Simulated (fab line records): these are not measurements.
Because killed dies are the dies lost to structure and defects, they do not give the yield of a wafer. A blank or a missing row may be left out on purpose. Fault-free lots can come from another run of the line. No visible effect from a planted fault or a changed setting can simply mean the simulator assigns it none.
Matching of chambers ; flow sky130 ; SKY_VIA2_CMP_02 on cmp-02: 4 sister chambers
The step polishes SiO2. 4 wafers are shown with their chamber, then 12 later ones without.

EACH WAFER AND ITS CHAMBER
wafer;chamber;motorCurrentA (A)
L087.4;0;12.6
L088.3;1;11.3
L091.4;2;13.2
L091.6;3;11.3

WAFERS WITH NO CHAMBER GIVEN
wafer;motorCurrentA (A)
L091.2;12.3
L091.3;11.3
L091.5;14.0
L092.1;12.2
L092.5;12.4
L092.6;12.0
L094.2;13.7
L094.4;11.2
L094.5;14.3
L097.4;11.7
L097.5;12.2
L097.6;14.0

WHICH CHAMBER EACH ONE RAN IN
wafer;from the rows above;in truth
L091.2;can't be placed: 0 or 2 or 1 or 3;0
L091.3;can't be placed: 1 or 3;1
L091.5;can't be placed: 2 or 0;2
L092.1;can't be placed: 0 or 1 or 3 or 2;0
L092.5;can't be placed: 0 or 2 or 1 or 3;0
L092.6;can't be placed: 0 or 1 or 3 or 2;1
L094.2;can't be placed: 2 or 0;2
L094.4;can't be placed: 1 or 3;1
L094.5;can't be placed: 2 or 0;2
L097.4;can't be placed: 1 or 3 or 0 or 2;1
L097.5;can't be placed: 0 or 1 or 3 or 2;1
L097.6;can't be placed: 2 or 0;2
Correct placement for 0 of the 12. Can't be placed from these rows: 12 (the true chamber is among the candidates in 12). Placed wrongly: 0.
How it was worked out, from the rows above alone: a wafer's distance from a chamber is the root of the sum, over the readings, of the square of ((its reading less the chamber's mean) divided by the reading's scatter). If the next closest chamber is less than 2 further off than the closest, the wafer can't be placed; otherwise it belongs to the closest. A chamber's mean is the mean of its shown wafers. The scatter: root of mean squared gap, hidden wafer to nearest shown wafer, with one shown wafer a chamber.
